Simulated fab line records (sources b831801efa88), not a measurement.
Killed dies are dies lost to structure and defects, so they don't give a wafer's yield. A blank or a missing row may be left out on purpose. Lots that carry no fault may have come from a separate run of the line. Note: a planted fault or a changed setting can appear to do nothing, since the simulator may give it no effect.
A single fault, viewed from 2 desks :: flow sky130 :: what lay behind the numbers comes last; until then each desk has only its own

## FROM THE METROLOGY DESK
Lot by lot, what the gauges showed, no matter which tool ran the lot: averages of those sampled wafers that carry a number. If a lot's mean is further than 4 standard deviations from the usual mean, the lot is out of limits and carries the mark OUT (the distance appears in the brackets).
Columns: A = METAL2_ALCU_RS at SKY_METAL2_RS_MEAS_05, usual 0.1276 ohm/sq; B = METAL2_ALCU_THK at SKY_METAL2_THK_MEAS_06, usual 247 nm; C = VIA2_W_RS at SKY_VIA2_RS_MEAS_22, usual 0.272 ohm/sq; D = CAPM_CVD_00_THK at SKY_CAPM_THK_MEAS_01, usual 15.47 nm; E = METAL3_OVL at SKY_METAL3_OVL_MEAS_14, usual -3 nm
lot: L991
first seen here: day 34 08:49
A: 0.1285
B: 244
C: 0.276
D: 15.67
E: 4

lot: L992
first seen here: day 34 11:02
A: 0.1259
B: 252
C: 0.274
D: 15.68
E: -1

lot: L994
first seen here: day 35 08:04
A: 0.1262
B: 249
C: 0.276
D: 15.39
E: -4

lot: L995
first seen here: day 35 10:52
A: 0.1292
B: 245
C: 0.271
D: 15.55
E: -7

lot: L998
first seen here: day 36 15:52
A: 0.1280
B: 245
C: 0.271
D: 15.69
E: -4

lot: L999
first seen here: day 37 01:22
A: 0.1273
B: 245
C: 0.270
D: 15.49
E: 4

lot: L100
first seen here: day 37 09:21
A: 0.1301
B: 241
C: 0.267
D: 15.31
E: -1

lot: L101
first seen here: day 37 13:32
A: 0.1253
B: 250
C: 0.270
D: 15.51
E: -2

lot: L102
first seen here: day 37 17:07
A: 0.1255
B: 251
C: 0.267
D: 15.67
E: 3

lot: L103
first seen here: day 38 02:01
A: 0.1246
B: 252
C: 0.270
D: 15.27
E: -1

lot: L107
first seen here: day 38 22:49
A: 0.1225
B: 255
C: 0.270
D: 15.54
E: -5
This desk's verdict: no lot among the 11 shows anything out of limits.

## FOR THE TOOL OWNER'S DESK: pvd-sputter-03
The tool's own readings at SKY_METAL2_SPUTTER_02 (material AlCu, target thk 250 nm, time 13.3 s): means of the sampled wafers that have a number, for each lot that ran on this tool. If a lot's mean is further than 4 standard deviations from the usual mean, the lot is out of limits and carries the mark OUT (the distance appears in the brackets).
Columns: A = chamber-pressure-pa at SKY_METAL2_SPUTTER_02, usual 0.4001 Pa; B = throttle-valve-pct at SKY_METAL2_SPUTTER_02, usual 29.5 %
lot: L994
first seen here: day 35 07:57
A: 0.3999
B: 28.4

lot: L995
first seen here: day 35 10:46
A: 0.3998
B: 28.9

lot: L101
first seen here: day 37 13:23
A: 0.3996
B: 29.5

lot: L102
first seen here: day 37 17:01
A: 0.4000
B: 28.9

lot: L103
first seen here: day 38 01:54
A: 0.3999
B: 29.6

lot: L107
first seen here: day 38 22:40
A: 0.3459 (-69) OUT
B: 32.8
This desk finds L107 out of limits, L107 being first, at day 38 22:40 (chamber-pressure-pa at SKY_METAL2_SPUTTER_02). L994, L995, L101, L102, L103 stayed within limits.

## ALL TOGETHER
At day 38 22:40, on L107, the tool owner's desk was in a position to raise an alarm.
From the metrology desk's view, nothing was out of limits.
The metrology desk has L107 on record, within its limits.
All the named lots went through SKY_METAL2_SPUTTER_02 on pvd-sputter-03.

## WHAT THE SIMULATOR HAD INSERTED
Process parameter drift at SKY_METAL2_SPUTTER_02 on pvd-sputter-03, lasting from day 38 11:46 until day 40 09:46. The setting chamber-pressure-pa was moved by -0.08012, starting from 0.4. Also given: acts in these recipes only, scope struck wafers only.
Shown lots that were struck: L107.
How many hours passed from the start of the fault until each desk's first out-of-limits reading: the tool owner's desk, 11.
